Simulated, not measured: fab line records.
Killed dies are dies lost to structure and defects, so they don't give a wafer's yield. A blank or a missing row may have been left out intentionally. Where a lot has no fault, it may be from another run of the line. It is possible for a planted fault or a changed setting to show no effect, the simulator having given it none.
8D (eight disciplines) problem report, filled in by code / flow gf180mcu / the parts of the form that need people (team, actions taken, sign-off) are left out

## 1. THE ISSUE
M3_ALCU_RS at GF_M3_RS_MEAS_05 reads a mean of 0.0653 ohm/sq on 1 wafer of 1 lot; wafers without a fault read 0.0696 ohm/sq with a standard deviation of 0.00074. Relative to the usual mean, that is a shift of -5.8 standard deviations.
The step: measures by four-point-probe.
Earliest sighting: wafer L310.2 on filmMetro-03 at day 27 12:31. The record holds 37 wafers of 13 lots with a number at this step. By rule, "out" or "out of limits" means more than 4 standard deviations away from the usual mean. The other wafers with a number count as sound.

## 2. WHAT IT IS, WHAT IT ISN'T
question=which readings at this step; is=M3_ALCU_RS; is not=-
question=which lots; is=L310; is not=L289, L290, L292, L293, L294, L295, L297, L298, L299, L300, L301, L302
question=which wafers of those lots; is=all that have a number; is not=-
question=read on which gauges; is=filmMetro-03; is not=filmMetro-01, filmMetro-02
question=when; is=from day 27 12:31; is not=up to then (36 sound wafers)

## 3. SUSPECTS, AND WHAT RULES EACH OUT
Counting: a tool at any process step up to the reading remains a suspect when it ran all the lots that are out and ran no sound lot after the first of those.
- the gauge at GF_M3_RS_MEAS_05: ruled out. All the wafers that are out were read on filmMetro-03, but those of them that GF_M3_SPUTTER_02 has rows for are out there too, on other tools.
- cmp-01 at GF_V2_CMP_04 (polishes SiO2): kept. It ran the lot that is out, L310 (day 26 14:33), and no sound lot after that; its last sound lot up to then is L302 (day 23 23:58).
- pvdSputter-01 at GF_M3_SPUTTER_02 (material AlCu, target thk 450 nm, time 23.9 s): kept. It ran the lot that is out, L310 (day 27 12:25), and no sound lot after that; its last sound lot up to then is L302 (day 24 23:52). Out on those wafers are its own readings of cathodeDcPowerW.
The count leaves pvdSputter-01 at GF_M3_SPUTTER_02 and cmp-01 at GF_V2_CMP_04.

## 4. THE CAUSE (what the simulator had put in)
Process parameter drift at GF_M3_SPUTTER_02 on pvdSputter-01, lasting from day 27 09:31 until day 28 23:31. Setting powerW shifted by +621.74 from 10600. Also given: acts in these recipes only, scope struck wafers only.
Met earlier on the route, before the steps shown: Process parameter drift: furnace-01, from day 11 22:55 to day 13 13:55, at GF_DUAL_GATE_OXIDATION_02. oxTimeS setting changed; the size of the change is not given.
2 suspects survive the count, and this tool is in that group.

## 5. THE CHAIN OF EFFECTS, in route order
Each row: a reading whose mean over the struck wafers that have a number lies more than 3 standard deviations from the usual. Only readings for which the record gives a usual standard deviation are gone through. hours: the time from each lot's start at the first step in this table that gives one to its start at this step, as a median over the lots. sigmas: the change in usual standard deviations.
hours=0; step=GF_M3_SPUTTER_02; reading=cathodeDcPowerW; usual=10600 W; on struck wafers=11220; change=+620; sigmas=+99 or more
hours=0; step=GF_M3_RS_MEAS_05; reading=M3_ALCU_RS; usual=0.0696 ohm/sq; on struck wafers=0.0653; change=-0.0043; sigmas=-5.8
hours=0; step=GF_M3_THK_MEAS_06; reading=M3_ALCU_THK; usual=457 nm; on struck wafers=487; change=+30; sigmas=+5.8
The process steps in it:
- GF_M3_SPUTTER_02: material AlCu, target thk 450 nm, time 23.9 s.

## 6. WHAT WOULD HAVE CAUGHT IT SOONER
In this record the first reading out of limits at a measuring or inspecting step was taken at day 27 12:31, 3 hours after the fault began at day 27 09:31.
The tool's own readings at GF_M3_SPUTTER_02 were out on every struck wafer that the step has a row for (cathodeDcPowerW): an alarm limit on them would have fired on the first of those.
All the lots that are out (1) had begun GF_M3_SPUTTER_02 on pvdSputter-01 by day 27 12:31. A hold on the tool at that time would have spared none of them.
